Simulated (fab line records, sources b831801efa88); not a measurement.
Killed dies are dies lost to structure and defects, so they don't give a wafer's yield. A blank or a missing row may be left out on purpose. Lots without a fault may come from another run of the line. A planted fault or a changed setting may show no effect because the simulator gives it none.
Which tool did it? | flow sky130 | 24 lots, 72 wafers sampled, at 6 steps of a route of 708

WHAT THE GAUGES READ, wafer by wafer
SKY_PWDE_TW_MEAS_10. Usual: PWDE_TW 372.4, standard deviation 2.
lot  | measured    | on            | PWDE_TW           | flag
L074 | day 3 17:19 | film_metro-04 | 369.1 370.0 368.9 |
L075 | day 4 04:52 | film_metro-04 | 373.6 371.4 373.9 |
L076 | day 4 06:34 | film_metro-01 | 374.3 373.9 372.5 |
L077 | day 4 13:45 | film_metro-03 | 372.1 372.2 374.3 |
L078 | day 4 16:31 | film_metro-04 | 370.2 367.5 367.1 |
L080 | day 5 07:36 | film_metro-04 | 372.9 371.1 373.6 |
L079 | day 5 07:57 | film_metro-04 | 372.5 370.9 371.0 |
L081 | day 5 16:21 | film_metro-04 | 369.8 371.8 373.5 |
L082 | day 5 20:31 | film_metro-04 | 371.3 372.2 373.2 |
L083 | day 6 02:25 | film_metro-04 | 371.6 369.4 372.8 |
L084 | day 6 05:16 | film_metro-04 | 372.8 371.2 371.7 |
L085 | day 6 15:10 | film_metro-01 | 368.8 372.3 371.1 |
L086 | day 6 18:02 | film_metro-01 | 372.6 372.6 373.4 |
L087 | day 6 22:57 | film_metro-03 | 374.9 372.4 374.4 |
L088 | day 7 02:57 | film_metro-01 | 372.8 370.8 370.8 |
L089 | day 7 09:30 | film_metro-03 | 373.5 373.8 375.4 |
L090 | day 7 14:52 | film_metro-01 | 371.0 369.6 373.4 |
L091 | day 7 21:28 | film_metro-01 | 370.9 370.7 370.9 |
L092 | day 8 01:19 | film_metro-01 | 373.4 371.7 374.2 |
L093 | day 8 10:01 | film_metro-04 | 369.1 372.0 371.0 |
L094 | day 8 14:28 | film_metro-04 | 372.3 374.1 371.5 |
L095 | day 8 18:57 | film_metro-03 | 374.9 373.2 373.3 |
L096 | day 8 22:06 | film_metro-01 | 373.4 373.5 374.4 |
L097 | day 9 05:25 | film_metro-03 | 376.7 376.1 376.7 |

SKY_VIA2_BOW_MEAS_03. Usual: VIA2_BOW 87 um, standard deviation 7.2.
lot  | measured     | on            | VIA2_BOW (um) | flag
L074 | day 34 23:06 | film_metro-02 | 84 77 85      |
L075 | day 35 12:47 | film_metro-03 | 91 89 86      |
L076 | day 35 16:53 | film_metro-03 | 87 93 73      |
L077 | day 36 07:44 | film_metro-03 | 91 89 88      |
L078 | day 36 13:10 | film_metro-01 | 85 90 89      |
L080 | day 37 02:10 | film_metro-03 | 88 89 86      |
L079 | day 37 13:04 | film_metro-03 | 87 95 84      |
L081 | day 37 17:40 | film_metro-03 | 85 96 88      |
L082 | day 37 22:59 | film_metro-03 | 95 89 88      |
L083 | day 38 07:20 | film_metro-03 | 78 88 93      |
L084 | day 38 13:52 | film_metro-01 | 95 88 85      |
L085 | day 38 18:44 | film_metro-01 | 91 85 100     |
L086 | day 39 04:57 | film_metro-02 | 79 94 77      |
L087 | day 39 06:59 | film_metro-01 | 82 90 94      |
L088 | day 39 18:04 | film_metro-03 | 88 91 80      |
L089 | day 40 01:35 | film_metro-01 | 89 98 88      |
L090 | day 40 07:55 | film_metro-03 | 96 85 101     |
L091 | day 40 15:13 | film_metro-02 | 78 72 85      |
L092 | day 40 22:28 | film_metro-03 | 84 71 92      |
L093 | day 41 02:03 | film_metro-03 | 79 79 84      |
L094 | day 41 17:17 | film_metro-02 | 93 97 98      |
L095 | day 41 19:24 | film_metro-03 | 96 98 88      |
L096 | day 41 20:39 | film_metro-03 | 94 84 82      |
L097 | day 42 01:38 | film_metro-03 | 78 81 92      |

SKY_METAL3_CD_MEAS_13: target cd 300 nm. Usual: cd_nm 300.3 nm, standard deviation 1.7.
lot  | measured     | on        | cd_nm (nm)        | flag
L074 | day 38 07:20 | cd_sem-02 | 299.1 300.5 302.0 |
L075 | day 38 21:29 | cd_sem-02 | 303.3 302.8 303.3 |
L076 | day 39 00:12 | cd_sem-01 | 301.0 301.1 301.6 |
L077 | day 39 14:29 | cd_sem-02 | 302.8 302.6 301.8 |
L078 | day 39 20:20 | cd_sem-01 | 298.6 299.1 298.4 |
L080 | day 40 07:32 | cd_sem-02 | 301.4 299.7 299.8 |
L079 | day 40 18:10 | cd_sem-01 | 298.6 299.9 299.9 |
L081 | day 40 23:22 | cd_sem-01 | 299.1 299.3 298.8 |
L082 | day 41 06:49 | cd_sem-02 | 298.3 299.1 296.5 |
L083 | day 41 10:33 | cd_sem-02 | 299.0 300.5 300.1 |
L084 | day 41 17:06 | cd_sem-01 | 298.1 298.1 298.9 |
L085 | day 41 22:17 | cd_sem-01 | 301.0 300.6 301.6 |
L086 | day 42 07:18 | cd_sem-02 | 297.2 298.2 300.2 |
L087 | day 42 10:38 | cd_sem-01 | 297.3 298.6 298.5 |
L088 | day 42 20:58 | cd_sem-01 | 298.3 297.4 300.3 |
L089 | day 43 04:16 | cd_sem-02 | 302.2 301.4 301.2 |
L090 | day 43 09:35 | cd_sem-01 | 302.6 302.0 302.1 |
L091 | day 43 16:52 | cd_sem-01 | 299.4 299.4 298.4 |
L092 | day 43 23:11 | cd_sem-01 | 301.5 302.6 302.6 |
L093 | day 44 03:13 | cd_sem-01 | 300.6 299.8 300.5 |
L094 | day 44 16:36 | cd_sem-02 | 299.2 298.6 298.6 |
L095 | day 44 19:07 | cd_sem-02 | 299.8 300.1 301.2 |
L096 | day 44 19:46 | cd_sem-02 | 302.2 302.2 301.6 |
L097 | day 45 00:38 | cd_sem-01 | 302.0 303.0 302.6 |

WHICH TOOL RAN EACH LOT (tool, then ch and the chambers of the sampled wafers, then the start)
lot  | SKY_METAL1_SPUTTER_02        | SKY_VIA1_SPUTTER_20          | SKY_METAL2_SPUTTER_02
L074 | pvd_sputter-01, day 31 10:13 | pvd_sputter-03, day 33 18:21 | pvd_sputter-04, day 33 19:02
L075 | pvd_sputter-02, day 32 00:10 | pvd_sputter-03, day 34 07:52 | pvd_sputter-01, day 34 08:32
L076 | pvd_sputter-02, day 32 04:13 | pvd_sputter-04, day 34 11:25 | pvd_sputter-01, day 34 12:11
L077 | pvd_sputter-01, day 32 18:49 | pvd_sputter-02, day 35 02:07 | pvd_sputter-04, day 35 02:49
L078 | pvd_sputter-01, day 33 00:22 | pvd_sputter-02, day 35 07:52 | pvd_sputter-03, day 35 08:32
L080 | pvd_sputter-02, day 33 14:33 | pvd_sputter-02, day 35 22:32 | pvd_sputter-01, day 35 23:13
L079 | pvd_sputter-04, day 34 00:53 | pvd_sputter-03, day 36 09:00 | pvd_sputter-01, day 36 09:41
L081 | pvd_sputter-01, day 34 05:49 | pvd_sputter-02, day 36 13:54 | pvd_sputter-03, day 36 14:35
L082 | pvd_sputter-01, day 34 11:21 | pvd_sputter-04, day 36 19:17 | pvd_sputter-03, day 36 19:59
L083 | pvd_sputter-04, day 34 20:37 | pvd_sputter-03, day 37 03:32 | pvd_sputter-01, day 37 04:13
L084 | pvd_sputter-01, day 35 02:14 | pvd_sputter-02, day 37 09:41 | pvd_sputter-04, day 37 10:22
L085 | pvd_sputter-01, day 35 07:03 | pvd_sputter-02, day 37 14:37 | pvd_sputter-03, day 37 15:17
L086 | pvd_sputter-02, day 35 16:10 | pvd_sputter-02, day 37 21:58 | pvd_sputter-01, day 37 22:40
L087 | pvd_sputter-01, day 35 22:13 | pvd_sputter-04, day 38 03:21 | pvd_sputter-01, day 38 04:02
L088 | pvd_sputter-04, day 36 09:01 | pvd_sputter-03, day 38 15:41 | pvd_sputter-01, day 38 16:22
L089 | pvd_sputter-01, day 36 16:18 | pvd_sputter-04, day 38 22:38 | pvd_sputter-03, day 38 23:44
L090 | pvd_sputter-01, day 36 21:04 | pvd_sputter-04, day 39 01:59 | pvd_sputter-01, day 39 05:50
L091 | pvd_sputter-02, day 37 05:33 | pvd_sputter-02, day 39 11:13 | pvd_sputter-01, day 39 13:11
L092 | pvd_sputter-04, day 37 14:58 | pvd_sputter-02, day 39 19:52 | pvd_sputter-01, day 39 20:32
L093 | pvd_sputter-01, day 37 19:52 | pvd_sputter-02, day 40 00:21 | pvd_sputter-03, day 40 01:02
L094 | pvd_sputter-01, day 38 09:26 | pvd_sputter-04, day 40 14:36 | pvd_sputter-03, day 40 15:21
L095 | pvd_sputter-02, day 38 12:28 | pvd_sputter-03, day 40 16:42 | pvd_sputter-01, day 40 17:23
L096 | pvd_sputter-01, day 38 14:55 | pvd_sputter-02, day 40 18:19 | pvd_sputter-04, day 40 18:59
L097 | pvd_sputter-01, day 38 19:53 | pvd_sputter-03, day 40 23:14 | pvd_sputter-03, day 40 23:55
- SKY_METAL1_SPUTTER_02: material AlCu, target thk 250 nm, time 13.3 s.
- SKY_VIA1_SPUTTER_20: material TiN, target thk 20 nm, time 80 s.
- SKY_METAL2_SPUTTER_02: material AlCu, target thk 250 nm, time 13.3 s.

WHAT THE TOOLS THEMSELVES READ (means of the sampled wafers that have a number; where no wafer has one, the mark that the record gives instead)
SKY_METAL1_SPUTTER_02. Usual: throttle_valve_pct 29.8 %, standard deviation 0.96.
lot  | tool           | throttle_valve_pct (%) | flag
L074 | pvd_sputter-01 | 30.0                   |
L075 | pvd_sputter-02 | 29.7                   |
L076 | pvd_sputter-02 | 30.2                   |
L077 | pvd_sputter-01 | 30.4                   |
L078 | pvd_sputter-01 | 30.3                   |
L080 | pvd_sputter-02 | 29.6                   |
L079 | pvd_sputter-04 | 30.6                   |
L081 | pvd_sputter-01 | 29.6                   |
L082 | pvd_sputter-01 | 30.0                   |
L083 | pvd_sputter-04 | 31.0                   |
L084 | pvd_sputter-01 | 28.7                   |
L085 | pvd_sputter-01 | 28.9                   |
L086 | pvd_sputter-02 | 29.0                   |
L087 | pvd_sputter-01 | 28.9                   |
L088 | pvd_sputter-04 | 30.5                   |
L089 | pvd_sputter-01 | 28.6                   |
L090 | pvd_sputter-01 | 30.3                   |
L091 | pvd_sputter-02 | 29.7                   |
L092 | pvd_sputter-04 | 30.5                   |
L093 | pvd_sputter-01 | 29.4                   |
L094 | pvd_sputter-01 | 30.1                   |
L095 | pvd_sputter-02 | 30.0                   |
L096 | pvd_sputter-01 | 30.1                   |
L097 | pvd_sputter-01 | 30.3                   |

SKY_VIA1_SPUTTER_20. Usual: throttle_valve_pct 30.1 %, standard deviation 0.74.
lot  | tool           | throttle_valve_pct (%) | flag
L074 | pvd_sputter-03 | 30.5                   |
L075 | pvd_sputter-03 | 30.7                   |
L076 | pvd_sputter-04 | 30.7                   |
L077 | pvd_sputter-02 | 30.1                   |
L078 | pvd_sputter-02 | 30.2                   |
L080 | pvd_sputter-02 | 30.2                   |
L079 | pvd_sputter-03 | 30.5                   |
L081 | pvd_sputter-02 | 30.1                   |
L082 | pvd_sputter-04 | 30.3                   |
L083 | pvd_sputter-03 | 30.8                   |
L084 | pvd_sputter-02 | 30.0                   |
L085 | pvd_sputter-02 | 30.1                   |
L086 | pvd_sputter-02 | 29.1                   |
L087 | pvd_sputter-04 | 30.7                   |
L088 | pvd_sputter-03 | 30.6                   |
L089 | pvd_sputter-04 | 30.5                   |
L090 | pvd_sputter-04 | 30.6                   |
L091 | pvd_sputter-02 | 30.0                   |
L092 | pvd_sputter-02 | 29.1                   |
L093 | pvd_sputter-02 | 29.5                   |
L094 | pvd_sputter-04 | 30.5                   |
L095 | pvd_sputter-03 | 30.5                   |
L096 | pvd_sputter-02 | 30.1                   |
L097 | pvd_sputter-03 | 30.6                   |

SKY_METAL2_SPUTTER_02. Usual: throttle_valve_pct 30.2 %, standard deviation 0.92.
lot  | tool           | throttle_valve_pct (%) | flag
L074 | pvd_sputter-04 | 30.3                   |
L075 | pvd_sputter-01 | 30.1                   |
L076 | pvd_sputter-01 | 29.1                   |
L077 | pvd_sputter-04 | 30.2                   |
L078 | pvd_sputter-03 | 30.3                   |
L080 | pvd_sputter-01 | 30.1                   |
L079 | pvd_sputter-01 | 29.2                   |
L081 | pvd_sputter-03 | 30.5                   |
L082 | pvd_sputter-03 | 30.1                   |
L083 | pvd_sputter-01 | 29.3                   |
L084 | pvd_sputter-04 | 30.7                   |
L085 | pvd_sputter-03 | 30.1                   |
L086 | pvd_sputter-01 | 31.0                   |
L087 | pvd_sputter-01 | 29.6                   |
L088 | pvd_sputter-01 | 29.6                   |
L089 | pvd_sputter-03 | 30.3                   |
L090 | pvd_sputter-01 | 30.0                   |
L091 | pvd_sputter-01 | 29.5                   |
L092 | pvd_sputter-01 | 29.0                   |
L093 | pvd_sputter-03 | 30.9                   |
L094 | pvd_sputter-03 | 30.5                   |
L095 | pvd_sputter-01 | 29.7                   |
L096 | pvd_sputter-04 | 30.2                   |
L097 | pvd_sputter-03 | 30.2                   |

THE ANSWER, worked out from the rows above alone
Rule: a lot is off if the mean of its wafers that have a number lies more than 3 standard deviations from the usual mean. A lot without any number at a reading at which 4 lots or more have one is off too. The other lots that the step has rows for count as sound. The gauges are gone through in route order, then the tools' own readings, and for those a lot's mean is taken as printed above. The first step at which some lot is off is used, and at that step the reading that is off furthest; a lot without a number counts as furthest.
No lot is off at any reading shown: from this, nothing can be told.

WHAT THE SIMULATOR HAD PUT IN
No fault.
